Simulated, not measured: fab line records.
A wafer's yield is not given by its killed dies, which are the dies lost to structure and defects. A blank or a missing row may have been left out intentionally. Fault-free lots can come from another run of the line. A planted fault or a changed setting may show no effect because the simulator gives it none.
One fault seen from 2 desks || flow sky130 || only its own numbers are on each desk; what lay behind them is given at the end

== THE METROLOGY DESK ==
What the gauges read, lot by lot, whatever tool the lot ran on: means of the sampled wafers that have a number. If a lot's mean is further than 4 standard deviations from the usual mean, the lot is out of limits and carries the mark OUT (the distance appears in the brackets).
Columns: A = LDD_N_OVL at SKY_LDD_N_OVL_MEAS_07, usual -0.9 nm
{"lot": "L739", "first seen here": "day 19 23:01", "A": -1.7}
{"lot": "L741", "first seen here": "day 19 23:19", "A": -1.7}
{"lot": "L754", "first seen here": "day 25 00:28", "A": -1.0}
{"lot": "L755", "first seen here": "day 25 02:29", "A": 0.0}
{"lot": "L756", "first seen here": "day 25 10:08", "A": -0.8}
{"lot": "L757", "first seen here": "day 25 23:01", "A": -1.9}
{"lot": "L758", "first seen here": "day 26 02:38", "A": 0.1}
Result from this desk: across the 7 lots, nothing is out of limits.

== AT THE TOOL OWNER'S DESK: implanter-01 ==
The tool's own readings at SKY_LDD_N_IMPLANT_15, given as means over the sampled wafers that have a number, one for each lot that went through this tool. If a lot's mean is further than 4 standard deviations from the usual mean, the lot is out of limits and carries the mark OUT (the distance appears in the brackets).
Columns: A = end_station_pressure_torr at SKY_LDD_N_IMPLANT_15, usual 5.01e-06 Torr; B = rotation_deg at SKY_LDD_N_IMPLANT_15, usual 270.00 degrees
{"lot": "L741", "first seen here": "day 20 00:24", "A": 5.02e-06, "B": 269.98}
{"lot": "L754", "first seen here": "day 25 01:33", "A": 5.05e-06, "B": "438.05 (+99 or more) OUT"}
{"lot": "L755", "first seen here": "day 25 03:34", "A": 4.99e-06, "B": "438.06 (+99 or more) OUT"}
{"lot": "L756", "first seen here": "day 25 11:15", "A": 5.02e-06, "B": "438.09 (+99 or more) OUT"}
This desk's finding: out of limits on L754, L755, L756; first on L754, day 25 01:33 (rotation_deg at SKY_LDD_N_IMPLANT_15). L741: within limits.

== PUT TOGETHER ==
The tool owner's desk could have raised an alarm at day 25 01:33, on L754, L755, L756.
From the metrology desk's view, nothing was out of limits.
The metrology desk has L754, L755, L756 on record, within its limits.
On implanter-01, each named lot ran SKY_LDD_N_IMPLANT_15.

== WHAT THE SIMULATOR HAD PUT IN ==
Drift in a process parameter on implanter-01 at SKY_LDD_N_IMPLANT_15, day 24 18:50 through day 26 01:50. A move of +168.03 in setting rotation_deg, from 270. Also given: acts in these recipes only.
Lots struck among those shown: L754, L755, L756.
How many hours passed from the start of the fault until each desk's first out-of-limits reading: the tool owner's desk, 7.
